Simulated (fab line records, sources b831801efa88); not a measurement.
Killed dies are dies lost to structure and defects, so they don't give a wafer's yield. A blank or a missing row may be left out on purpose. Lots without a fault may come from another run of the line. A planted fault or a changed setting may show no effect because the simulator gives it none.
A struck lot beside a sound one | flow sky130 | 17 steps out of a route of 708
Sound: wafers L945.1, L945.2, L945.5. Struck: wafers L952.1, L952.3, L952.5. The cause comes at the end.
At each step with rows: each side's tool, then ch and its chambers, then its first start. Under that, the readings that differ: sound wafers | struck wafers | difference of the means | sigmas: that difference in standard deviations of wafers without a fault.
alike: readings whose means differ by less than 2 such deviations, and words and numbers that are the same on both sides. not compared: withheld readings, readings that some wafer has no value for, bounds like >300 that may hide the same value, and numbers for which the record gives no deviation and whose values overlap.
The two part at a step that has a row with sigmas, a row that says differs or no value, or rows on one side only. Numbers that don't overlap but have no deviation are shown without sigmas and don't part them. A reading that every wafer of one side lacks parts them only if that side has two wafers or more.

SKY_LDD_P_OVL_MEAS_08:
  sound on overlay-02, day 21 10:28; struck on overlay-01, day 24 07:49
  alike: LDD_P_OVL
then, 1 step without rows for these wafers: SKY_LDD_P_IMPLANT_09.
SKY_LDD_P_STRIP_10: strips in O2/N2.
  sound on plasma_asher-04 ch 0,1, day 21 10:39; struck on plasma_asher-01 ch 0,1, day 24 08:00
  alike: drypump_motor_current_A, oes_product_au, strip_time_to_endpoint_s
  not compared: rf_hours_counter_h
SKY_LDD_P_TW_MEAS_11:
  sound on film_metro-02, day 21 10:45; struck on film_metro-02, day 24 08:06
  alike: LDD_P_TW
then, 7 steps without rows for these wafers: SKY_LDD_HVN_DEHYDRATE_00 (time 60 s); SKY_LDD_HVN_HMDS_01 (prime time 60 s); SKY_LDD_HVN_COAT_02 (resist thk 300 nm); SKY_LDD_HVN_SOFTBAKE_03 (time 60 s); SKY_LDD_HVN_EXPOSE_04 (exposes mask HVNTM, target cd 700 nm); SKY_LDD_HVN_PEB_05; SKY_LDD_HVN_DEVELOP_06 (develop time 60 s).
SKY_LDD_HVN_OVL_MEAS_07:
  sound on overlay-01, day 22 17:34; struck on overlay-01, day 25 13:28
  alike: LDD_HVN_OVL
SKY_LDD_HVN_IMPLANT_08:
  sound on implanter-01 ch 0, day 22 17:37; struck on implanter-04 ch 0, day 25 13:31
  reading            | sound                         | struck                        | difference | sigmas
  dose_ions_cm2      | 2.996e+13 2.998e+13 2.997e+13 | 4.538e+13 4.541e+13 4.539e+13 | +1.542e+13 | +99 or more
  faraday_current_uA | 166 168 166                   | 251 257 264                   | +91        | +30
SKY_LDD_HVN_STRIP_09: strips in O2/N2.
  sound on plasma_asher-02 ch 0,1, day 22 17:46; struck on plasma_asher-03 ch 0,1, day 25 13:40
  alike: drypump_motor_current_A, oes_product_au, strip_time_to_endpoint_s
  not compared: rf_hours_counter_h
SKY_LDD_HVN_TW_MEAS_10:
  sound on film_metro-04, day 22 17:52; struck on film_metro-04, day 25 13:46
  reading    | sound          | struck         | difference | sigmas
  LDD_HVN_TW | 1446 1442 1448 | 1653 1643 1642 | +201       | +24
then, 1 step without rows for these wafers: SKY_LDD_HVP_DEHYDRATE_00 (time 60 s).
-- the record jumps here: 24 days lie between the struck wafers' starts before and after (it left off in module LDD_HVP and takes up again in module PAD_OPEN, whose first step shown is number 708 of the route) --
SKY_PAD_OPEN_PROBE_99:
  sound on prober-02, day 47 10:14; struck on prober-01, day 49 09:05
  reading                                 | sound                | struck               | difference | sigmas
  model.etest.tip_n_5v.rs_ohm_sq          | 1374 1393 1385       | 1046 1042 1046       | -339       |
  model.etest.nfet_g5v0d10v5.r_on_ohm_um  | 1923 1884 1915       | 1822 1823 1846       | -77        |
  model.etest.nfet_g5v0d10v5.drive_ua_um  | 588 588.5 586.9      | 608.8 621.4 607.8    | +24.9      |
  model.etest.nfet_05v0_nvt.drive_ua_um   | 559.7 562.8 561.1    | 571.5 576 577.3      | +13.7      |
  model.etest.res_ndiff_hv.rs_ohm_sq      | 116.5 115.9 116.2    | 113.3 114.5 112.9    | -2.6       |
  model.etest.nfet_g5v0d10v5.vt_sat_v (V) | 0.7824 0.7864 0.7758 | 0.7468 0.7224 0.7355 | -0.0466    |
  model.etest.nfet_g5v0d10v5.vt_v (V)     | 0.8425 0.8484 0.8383 | 0.8311 0.809 0.8209  | -0.0227    |
  alike: killed_at_M0_to_M3, killed_at_M4_up, killed_at_contacts, killed_at_front_end, killed_at_other, killed_dies, killed_open, killed_short
  not compared: model.etest.ring_5v.delay_ps

WHERE THEY PART
First at SKY_LDD_HVN_IMPLANT_08; last, within this record, at SKY_LDD_HVN_TW_MEAS_10. Later steps at which nothing parts them and some readings are alike: SKY_PAD_OPEN_PROBE_99.

WHY: what the simulator had put in
Process parameter drift: implanter-04, from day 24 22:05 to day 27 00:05, at SKY_LDD_HVN_IMPLANT_08. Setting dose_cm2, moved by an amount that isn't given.
